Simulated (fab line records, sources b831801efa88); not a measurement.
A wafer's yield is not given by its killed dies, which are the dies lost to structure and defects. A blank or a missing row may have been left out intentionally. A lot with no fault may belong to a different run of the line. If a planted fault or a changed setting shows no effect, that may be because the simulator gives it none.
What tool caused it? :: flow gf180mcu :: 7 lots (21 wafers sampled), 1 step of a 602-step route

WHAT EACH GAUGE READ, for each wafer
GF_M5_OVL_MEAS_08.
lot: L479
measured: day 26 11:08
on: overlay-01
M5_OVL (nm): 3 1 1

lot: L482
measured: day 27 17:43
on: overlay-02
M5_OVL (nm): -1 0 -1

lot: L486
measured: day 29 09:05
on: overlay-01
M5_OVL (nm): 4 -1 -5

lot: L490
measured: day 30 03:44
on: overlay-02
M5_OVL (nm): 1 -4 -3

lot: L493
measured: day 31 03:11
on: overlay-01
M5_OVL (nm): 4 1 -2

lot: L497
measured: day 31 12:44
on: overlay-02
M5_OVL (nm): 0 3 2

lot: L500
measured: day 32 04:35
on: overlay-01
M5_OVL (nm): 0 2 6

WHAT TOOL EACH LOT RAN ON (gives the tool, then ch and the chambers of the sampled wafers, and finally the start)
The record shows no process step preceding these readings.

THE ANSWER, worked out from the rows above alone
Rule: the usual values come from the lots themselves. Put in order of their means at a reading, lots are off if they are a third of the lots or fewer, leave a main group of 4 or more, and stand apart from it by a gap of 3 or more times the standard deviation of the main group's means; of several such gaps the widest counts. The tables above print the reading to a certain number of digits; a main group whose means all agree to those digits is not used. A lot without any number at a reading at which 4 lots or more have one is off too. The other lots that the step has rows for count as sound.
None of the lots is off at any reading shown; this tells nothing.

WHAT HAD BEEN PUT IN BY THE SIMULATOR
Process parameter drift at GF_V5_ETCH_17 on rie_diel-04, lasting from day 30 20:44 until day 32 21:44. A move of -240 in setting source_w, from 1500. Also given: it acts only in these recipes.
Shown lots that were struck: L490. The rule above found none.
